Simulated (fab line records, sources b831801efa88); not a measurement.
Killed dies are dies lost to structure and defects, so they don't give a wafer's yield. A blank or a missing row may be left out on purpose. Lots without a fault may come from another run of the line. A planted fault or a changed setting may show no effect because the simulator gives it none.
fab line records | flow gf180mcu
record lots=6 wafers=18 last_day=34
route steps=602 shown V5@555 TOP_METAL@567
lots that met no fault: from a run of the same line without faults
start_h: hours from the record's first day to the start of the lot's first wafer shown | wait_h: hours since the lot's step before | " the same as in the row above | L1.1+2: a row that stands for several wafers | - no value, or no start given | * or withheld: withheld | < > ~ a bound
route shown NAME@n: a module of which the file shows steps, and the number in the route of the first | usual: mean/standard deviation of fault-free wafers | same: alike in all rows | chamber/n: place in a boat | sites: the reading at each site | _std_site: their standard deviation | _edge_site: outer sites' mean less inner sites' | radius_mm: how far each site lies from the wafer's centre | mask NAME#n: copy n | behind: the tool/chamber that last shaped the wafer | hold: why the lot was held/for how many hours/how that ended | device: the transistor (n, p or np) that didn't switch | end of line: the same wafers' tests at the end of the route | a step without rows: its recipe alone | killed: dies lost to structure and defects at the first sort, not the wafer's yield | map: a wafer's dies, x killed, . not, _ none there
set.NAME: the setting as run; set.NAME@STEP: as run at that earlier step | model.NAME: the simulator's own value behind a step, which no gauge read
lots at some steps of the route; a table a step, a row a wafer
services: from which hour (start_h, from the record's first day; less than 0 if before it) a tool's chamber was out of use, for how many hours, and why
## steps
# step GF_V5_OVL_MEAS_15
# usual V5_OVL=0/5.6
# columns lot.wafer tool chamber start_h wait_h V5_OVL[nm]
L895.1 overlay-01 - 632.87 0.1 -1
L895.3 " - " " 6
L895.4 " - " " -8
L898.1 overlay-01 - 652.95 0.1 -5
L898.3 " - " " -4
L898.6 " - " " 2
L912.2 overlay-02 - 747.62 0.1 -2
L912.5 " - " " -10
L912.6 " - " " 1
L913.1 overlay-01 - 750.96 0.1 1
L913.3 " - " " 4
L913.6 " - " " -8
L916.1 overlay-02 - 770.86 0.1 -1
L916.3 " - " " -3
L916.5 " - " " -1
L918.2 overlay-02 - 779.56 0.1 14
L918.4 " - " " 9
L918.5 " - " " 11
# step GF_V5_ETCH_16
# recipe chemistry=N2/H2 target_depth_a=withheld overetch_a=withheld time_s=withheld target=BARC ion_energy_ev=200 source_w=500 bias_w=100 pressure_mtorr=30 n2_flow_sccm=100 h2_flow_sccm=200
# step GF_V5_ETCH_17
# recipe chemistry=C4F8/O2/Ar mask_material=KrF target=SiO2 stop_on=TiN source_w=1500 bias_w=1200 pressure_mtorr=40 c4f8_flow_sccm=withheld O2_flow_sccm=6 Ar_flow_sccm=300 time_s=withheld target_depth_a=8550
# usual oes_product_au=0.859/0.0047
# columns lot.wafer tool chamber start_h wait_h oes_product_au
L895.1 rie_diel-03 0 - - 0.852
L895.3 " 1 " " 0.856
L895.4 " 0 " " 0.858
L898.1 rie_diel-03 1 - - 0.863
L898.3 " 3 " " 0.861
L898.6 " 0 " " 0.858
L912.2 rie_diel-02 0 - - 0.858
L912.5 " 0 " " 0.862
L912.6 " 3 " " 0.864
L913.1 rie_diel-04 2 - - 0.852
L913.3 " 3 " " 0.856
L913.6 " 3 " " 0.864
L916.1 rie_diel-02 0 - - 0.856
L916.3 " 1 " " 0.858
L916.5 " 3 " " 0.864
L918.2 rie_diel-02 0 - - 0.864
L918.4 " 2 " " 0.863
L918.5 " 0 " " 0.852
# step GF_V5_STRIP_18
# recipe chemistry=O2/N2 power_w=1400 pressure_mtorr=1500 platen_temp_c=250 o2_flow_sccm=3000 n2_flow_sccm=300 overash_fraction=0.5
# usual drypump_motor_current_A=5.3/0.37 heater_power_w=356/38 n2_flow_sccm=300.0/0.9 oes_product_au=0.569/0.0047
# columns lot.wafer tool chamber start_h wait_h drypump_motor_current_A heater_power_w n2_flow_sccm oes_product_au rf_hours_counter_h
L895.1 plasma_asher-01 0 633.05 - 5.1 302 298.3 0.569 21
L895.3 " 0 " " 5.1 298 300.3 0.564 -
L895.4 " 1 " " 5.3 412 299.8 0.567 -
L898.1 plasma_asher-03 0 653.13 - 5.5 342 300.1 0.567 100
L898.3 " 0 " " 5.4 346 299.4 0.576 -
L898.6 " 0 " " 5.4 343 299.9 0.572 -
L912.2 plasma_asher-01 1 747.80 - 5.4 404 298.2 0.565 33
L912.5 " 0 " " 5.1 302 299.7 0.569 -
L912.6 " 1 " " 5.4 404 297.8 0.570 -
L913.1 plasma_asher-03 1 751.14 - 6.1 379 298.8 0.572 1
L913.3 " 1 " " 6.1 377 299.1 0.564 -
L913.6 " 1 " " 6.1 395 299.1 0.570 -
L916.1 plasma_asher-03 1 771.04 - 6.2 388 299.5 0.573 3
L916.3 " 1 " " 6.1 372 299.5 0.568 -
L916.5 " 0 " " 5.4 343 298.1 0.567 -
L918.2 plasma_asher-04 1 779.74 - 5.1 380 300.2 0.575 102
L918.4 " 0 " " 4.9 345 300.5 0.574 -
L918.5 " 0 " " 4.9 338 300.0 0.572 -
# step GF_V5_STRIP_19
# recipe chemistry=post_etch_residue_remover time_s=1200 temp_c=72.5
# step GF_V5_CLEAN_20
# recipe chemistry=DIW dry=n2_spin
# step GF_V5_SPUTTER_21
# recipe material=Ti target_thk_nm=15 chamber_pressure_pa=5 power_w=2500 substrate_temp_c=200 time_s=80.02
# usual cathode_dc_power_W=2499.9/0.5 chamber_pressure_pa=4.999/0.0088 throttle_valve_pct=30.3/0.95
# columns lot.wafer tool chamber start_h wait_h cathode_dc_power_W chamber_pressure_pa throttle_valve_pct
L895.1 pvd_sputter-04 - 633.93 0.0 2500.0 4.990 31.1
L895.3 " - " " 2499.8 5.006 30.8
L895.4 " - " " 2500.2 5.000 31.1
L898.1 pvd_sputter-01 - 654.02 0.0 2499.1 5.006 30.4
L898.3 " - " " 2499.2 5.022 30.2
L898.6 " - " " 2500.3 5.003 30.2
L912.2 pvd_sputter-02 - 748.37 0.0 2499.7 4.992 30.7
L912.5 " - " " 2499.4 4.995 30.9
L912.6 " - " " 2500.5 5.001 30.5
L913.1 pvd_sputter-04 - 751.79 0.0 2500.4 5.007 30.9
L913.3 " - " " 2500.6 5.008 27.3
L913.6 " - " " 2499.8 4.999 30.8
L916.1 pvd_sputter-01 - 771.58 0.0 2500.5 5.002 31.0
L916.3 " - " " 2500.8 4.996 30.1
L916.5 " - " " 2500.3 5.007 30.9
L918.2 pvd_sputter-04 - 780.31 0.0 2499.9 5.003 27.9
L918.4 " - " " 2500.1 4.998 31.1
L918.5 " - " " 2499.5 4.990 30.5
# step GF_V5_SPUTTER_22
# recipe material=TiN target_thk_nm=10 chamber_pressure_pa=5 power_w=4000 time_s=40
# step GF_V5_CVD_23
# recipe material=W target_thk_nm=350 time_s=104.9 temp_c=400 pressure_torr=40
# step GF_V5_RS_MEAS_24
# recipe thk_meas_gauge=four-point-probe reads=W_of_V5_CVD_23+TiN_of_V5_SPUTTER_22+Ti_of_V5_SPUTTER_21
# usual V5_W_RS=0.3288/0.0026
# columns lot.wafer tool chamber start_h wait_h V5_W_RS[ohm/sq]
L895.1 film_metro-01 - 634.14 0.1 0.3296
L895.3 " - " " 0.3282
L895.4 " - " " 0.3330
L898.1 film_metro-01 - 654.34 0.2 0.3236
L898.3 " - " " 0.3266
L898.6 " - " " 0.3291
L912.2 film_metro-01 - 748.60 0.1 0.3262
L912.5 " - " " 0.3286
L912.6 " - " " 0.3282
L913.1 film_metro-04 - 752.01 0.1 0.3269
L913.3 " - " " 0.3327
L913.6 " - " " 0.3303
L916.1 film_metro-04 - 771.79 0.1 0.3305
L916.3 " - " " 0.3319
L916.5 " - " " 0.3302
L918.2 film_metro-03 - 780.54 0.1 0.3292
L918.4 " - " " 0.3286
L918.5 " - " " 0.3308
# step GF_V5_THK_MEAS_25
# recipe thk_meas_gauge=xrf reads=W_of_V5_CVD_23
# usual V5_W_THK=362/4.3
# columns lot.wafer tool chamber start_h wait_h V5_W_THK[nm]
L895.1 film_metro-01 - 634.26 0.1 359
L895.3 " - " " 361
L895.4 " - " " 358
L898.1 film_metro-01 - 654.46 0.1 372
L898.3 " - " " 371
L898.6 " - " " 368
L912.2 film_metro-01 - 748.71 0.1 365
L912.5 " - " " 364
L912.6 " - " " 363
L913.1 film_metro-04 - 752.13 0.1 363
L913.3 " - " " 356
L913.6 " - " " 358
L916.1 film_metro-04 - 771.91 0.1 355
L916.3 " - " " 354
L916.5 " - " " 354
L918.2 film_metro-03 - 780.65 0.1 358
L918.4 " - " " 357
L918.5 " - " " 359
# step GF_V5_CMP_26
# recipe stop_on=SiO2 down_force_psi=3.5 platen_rpm=60 t_overpolish_s=15 target_thk_nm=0 pad_velocity_m_s=0.94248
# usual edge_zone_pressure_frac=1.000/0.0045 motor_current_A=10.6/0.91 overpolish_run_s=14.999/0.0095 time_to_endpoint_s=84.5/2.8
# columns lot.wafer tool chamber start_h wait_h edge_zone_pressure_frac motor_current_A overpolish_run_s time_to_endpoint_s
L895.4 cmp-01 0 634.32 0.0 1.001 9.5 15.003 83.2
L895.3 " 2 " " 0.994 11.2 14.985 84.8
L895.1 " 3 " " 0.995 9.7 15.018 83.1
L898.3 cmp-01 1 654.52 0.0 1.000 11.2 15.007 85.2
L898.1 " 0 " " 1.002 9.6 15.003 90.3
L898.6 " 2 " " 0.999 11.5 14.996 80.7
L912.2 cmp-02 2 748.76 0.0 0.988 11.9 14.988 83.9
L912.5 " 2 " " 0.996 12.2 14.997 82.0
L912.6 " 3 " " 1.002 10.8 14.981 81.7
L913.3 cmp-01 2 752.19 0.0 0.999 12.1 14.992 82.4
L913.1 " 1 " " 1.005 11.4 14.996 84.3
L913.6 " 3 " " 0.996 9.4 14.995 84.1
L916.1 cmp-02 3 772.07 0.1 0.998 10.8 15.010 89.8
L916.3 " 0 " " 0.994 10.3 14.988 88.0
L916.5 " 2 " " 1.001 12.3 14.986 89.1
L918.2 cmp-01 2 780.80 0.1 0.999 11.8 14.968 83.8
L918.4 " 3 " " 1.000 9.6 15.010 82.6
L918.5 " 1 " " 1.003 11.0 14.992 80.2
# step GF_TOP_METAL_SPUTTER_00
# recipe material=Ti target_thk_nm=37.5 arriving_ion_energy_ev=80 substrate_temp_c=200 chamber_pressure_pa=2 power_w=4000 time_s=150
# usual cathode_dc_power_W=4000.0/0.74 chamber_pressure_pa=1.999/0.0039 throttle_valve_pct=30.1/1.1
# columns lot.wafer tool chamber start_h wait_h cathode_dc_power_W chamber_pressure_pa throttle_valve_pct
L895.1 pvd_sputter-03 - 634.62 0.1 3999.8 2.002 30.2
L895.3 " - " " 4000.1 1.994 30.7
L895.4 " - " " 3999.9 1.997 30.8
L898.1 pvd_sputter-04 - 654.82 0.1 3998.8 1.999 30.5
L898.3 " - " " 4000.1 2.004 31.3
L898.6 " - " " 4000.4 1.998 27.6
L912.2 pvd_sputter-03 - 749.06 0.2 - - -
L912.5 " - " " - - -
L912.6 " - " " - - -
L913.1 pvd_sputter-03 - 752.49 0.1 - - -
L913.3 " - " " - - -
L913.6 " - " " - - -
L916.1 pvd_sputter-02 - 772.27 0.1 4000.5 2.008 29.6
L916.3 " - " " 3999.8 1.999 30.4
L916.5 " - " " 4000.0 2.004 30.0
L918.2 pvd_sputter-04 - 781.00 0.1 4001.0 1.991 27.5
L918.4 " - " " 4000.4 1.999 30.4
L918.5 " - " " 4000.1 2.007 31.1
# step GF_TOP_METAL_SPUTTER_01
# recipe material=TiN target_thk_nm=30 power_w=6500 time_s=25 chamber_pressure_pa=0.4
# usual cathode_dc_power_W=6499.9/1.2 chamber_pressure_pa=0.3999/0.0009 throttle_valve_pct=30.0/1.1
# columns lot.wafer tool chamber start_h wait_h cathode_dc_power_W chamber_pressure_pa throttle_valve_pct
L895.1 pvd_sputter-03 - 634.72 0.1 6500.4 0.3991 30.4
L895.3 " - " " 6499.7 0.4001 30.7
L895.4 " - " " 6500.9 0.3934 30.6
L898.1 pvd_sputter-04 - 654.92 0.1 6500.4 0.3991 30.6
L898.3 " - " " 6499.0 0.4004 31.2
L898.6 " - " " 6498.9 0.4002 27.4
L912.2 pvd_sputter-03 - 749.16 0.1 6501.5 0.4003 30.5
L912.5 " - " " 6501.6 0.3987 30.4
L912.6 " - " " 6499.8 0.3992 30.3
L913.1 pvd_sputter-03 - 752.59 0.1 6501.5 0.4002 30.4
L913.3 " - " " 6498.9 0.3999 30.7
L913.6 " - " " 6500.6 0.3992 28.7
L916.1 pvd_sputter-02 - 772.37 0.1 6498.6 0.4000 29.8
L916.3 " - " " 6499.2 0.4002 30.7
L916.5 " - " " 6499.0 0.4004 29.9
L918.2 pvd_sputter-04 - 781.10 0.1 6499.8 0.4001 27.7
L918.4 " - " " 6498.1 0.3995 30.8
L918.5 " - " " 6499.5 0.3986 31.2
# step GF_TOP_METAL_SPUTTER_02
# recipe material=AlCu target_thk_nm=900 power_w=10600 chamber_pressure_pa=0.3 substrate_temp_c=250 gas=Ar time_s=47.82
# step GF_TOP_METAL_SPUTTER_03
# recipe material=Ti target_thk_nm=5 substrate_temp_c=300 chamber_pressure_pa=0.3 power_w=3000 time_s=3.3
# step GF_TOP_METAL_SPUTTER_04
# recipe material=TiN target_thk_nm=25 power_w=6500 time_s=20.8 chamber_pressure_pa=0.4
# step GF_TOP_METAL_DEHYDRATE_07
# recipe temp_c=200 time_s=60
# step GF_TOP_METAL_HMDS_08
# recipe prime_time_s=60 prime_temp_c=120
# step GF_TOP_METAL_COAT_09
# recipe resist=NOVOLAK spin_rpm=3000 resist_thk_nm=1500
# step GF_TOP_METAL_SOFTBAKE_10
# recipe temp_c=90 time_s=60 resist=NOVOLAK
# step GF_TOP_METAL_EXPOSE_11
# recipe mask_id=MetalTop target_cd_nm=440 na=0.6 source_shape=conventional sigma_outer=0.6 dose_mj=170
# step GF_TOP_METAL_PEB_12
# recipe temp_c=withheld time_s=* resist=NOVOLAK
# step GF_TOP_METAL_DEVELOP_13
# recipe develop_time_s=60 dev_temp_c=23
# step GF_TOP_METAL_CD_MEAS_14
# recipe target_cd_nm=440
# usual cd_nm=440.3/2
# columns lot.wafer tool chamber start_h wait_h cd_nm
L895.1 cd_sem-01 - 654.79 0.1 439.4
L895.3 " - " " 438.8
L895.4 " - " " 437.9
L898.1 cd_sem-02 - 674.38 0.1 440.5
L898.3 " - " " 440.7
L898.6 " - " " 440.8
L912.2 cd_sem-01 - 765.31 0.1 441.8
L912.5 " - " " 441.9
L912.6 " - " " 442.1
L913.1 cd_sem-01 - 769.19 0.1 437.6
L913.3 " - " " 438.4
L913.6 " - " " 439.7
L916.1 cd_sem-02 - 787.99 0.1 443.7
L916.3 " - " " 441.6
L916.5 " - " " 442.5
L918.2 cd_sem-02 - 796.76 0.1 444.1
L918.4 " - " " 443.0
L918.5 " - " " 444.6
# step GF_TOP_METAL_OVL_MEAS_15
# usual TOP_METAL_OVL=-0.6/1.3
# columns lot.wafer tool chamber start_h wait_h TOP_METAL_OVL[nm]
L895.1 overlay-01 - 654.91 0.1 0.4
L895.3 " - " " -0.5
L895.4 " - " " -1.1
L898.1 overlay-01 - 674.50 0.1 0.2
L898.3 " - " " 0.4
L898.6 " - " " -2.4
L912.2 overlay-01 - 765.41 0.1 -0.1
L912.5 " - " " -0.5
L912.6 " - " " 2.6
L913.1 overlay-01 - 769.31 0.1 0.1
L913.3 " - " " -1.3
L913.6 " - " " -0.4
L916.1 overlay-02 - 788.11 0.1 -1.4
L916.3 " - " " -1.9
L916.5 " - " " -1.3
L918.2 overlay-02 - 796.86 0.1 -0.8
L918.4 " - " " -1.4
L918.5 " - " " 0.3
# step GF_TOP_METAL_METAL_ETCH_16
# recipe chemistry=Cl2/BCl3 mask_material=NOVOLAK target_depth_nm=1077.5 stop_on=SiO2 pressure_mtorr=8 icp_w=800 bias_w=140 Cl2_flow_sccm=80 bcl3_flow_sccm=40 time_s=179.6
# usual drypump_motor_current_A=5.9/0.58 he_backside_leak_sccm=3.39/0.19 oes_product_au=0.966/0.006 throttle_valve_pct=28.256/0.011
# columns lot.wafer tool chamber start_h wait_h drypump_motor_current_A he_backside_leak_sccm oes_product_au rf_hours_counter_h throttle_valve_pct
L895.1 rie_metal-01 1 654.94 0.0 5.9 3.18 0.954 1 28.257
L895.3 " 1 " " 5.9 3.24 0.955 - 28.269
L895.4 " 1 " " 5.9 3.15 0.953 - 28.261
L898.1 rie_metal-01 0 674.53 0.0 5.9 3.16 0.970 1 28.258
L898.3 " 1 " " 5.9 3.30 0.981 - 28.251
L898.6 " 0 " " 5.9 2.95 0.968 - 28.248
L912.2 rie_metal-04 0 765.44 0.0 6.4 3.59 0.934 10 28.280
L912.5 " 1 " " 5.5 3.56 0.936 - 28.276
L912.6 " 0 " " 6.4 3.63 0.947 - 28.280
L913.1 rie_metal-03 1 769.34 0.0 5.2 3.53 0.948 14 28.294
L913.3 " 1 " " 5.1 3.42 0.932 - 28.283
L913.6 " 1 " " 5.1 3.44 0.940 - 28.279
L916.1 rie_metal-01 0 788.15 0.0 5.9 3.31 0.964 5 28.245
L916.3 " 1 " " 5.9 3.40 0.969 - 28.237
L916.5 " 0 " " 5.8 3.40 0.972 - 28.283
L918.2 rie_metal-04 0 796.89 0.0 6.4 3.43 0.968 12 28.260
L918.4 " 1 " " 5.5 3.27 0.968 - 28.253
L918.5 " 1 " " 5.5 3.34 0.971 - 28.273
# step GF_TOP_METAL_STRIP_17
# recipe chemistry=O2/N2 power_w=1400 pressure_mtorr=1500 platen_temp_c=250 o2_flow_sccm=3000 n2_flow_sccm=300 overash_fraction=0.5
## services
# columns tool chamber start_h hours kind
rie_diel-02 1 609.68 19.9 repair
pvd_sputter-02 - 615.35 30.1 repair
plasma_asher-03 - 617.92 4.5 repair
rie_diel-03 3 630.40 7.0 repair
rie_metal-01 - 640.70 2.8 pm
cmp-02 - 641.50 6.8 pm
rie_diel-02 - 643.35 0.3 repair
cmp-01 - 656.34 1.5 repair
plasma_asher-01 - 658.70 0.7 repair
cmp-01 - 661.97 0.4 repair
pvd_sputter-03 - 671.26 3.5 repair
plasma_asher-03 - 682.79 2.2 repair
cmp-01 - 689.29 0.6 repair
cmp-02 - 695.19 5.2 pm
pvd_sputter-02 - 706.00 3.2 repair
rie_diel-03 - 713.53 0.7 repair
cmp-02 - 714.03 9.4 repair
plasma_asher-03 - 714.05 0.8 repair
plasma_asher-03 - 733.76 9.0 pm
plasma_asher-03 - 734.03 1.5 repair
plasma_asher-01 - 737.03 2.8 pm
rie_metal-01 - 744.50 1.4 pm
pvd_sputter-03 - 759.47 8.1 repair
rie_diel-02 2 784.45 1.6 repair
## key
first_sign step=GF_TOP_METAL_SPUTTER_00 reading=tool_record direction=missing
effect step=GF_TOP_METAL_METAL_ETCH_16 reading=oes_product_au direction=down sigmas=4.4 usual=0.966 struck=0.939
met_at GF_TOP_METAL_SPUTTER_00
struck_wafers L912.2,L912.5,L912.6,L913.1,L913.3,L913.6
later_rows_left_out L912.2,L912.5,L912.6,L913.1,L913.3,L913.6
sort_left_out L912.2,L912.5,L912.6,L913.1,L913.3,L913.6
onset_between 634.62 749.06
fault kind=skipped_step_whole tool=pvd_sputter-03 chamber=- onset_h=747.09 steps=GF_TOP_METAL_SPUTTER_00 scope=struck_lots_only
# sort_left_out: the simulated sort isn't trusted on such a fault, so these wafers' sort isn't shown, and their yield isn't known
# later_rows_left_out: the simulator's readings of these wafers behind a module that went badly wrong aren't trusted and aren't shown, but for the sort
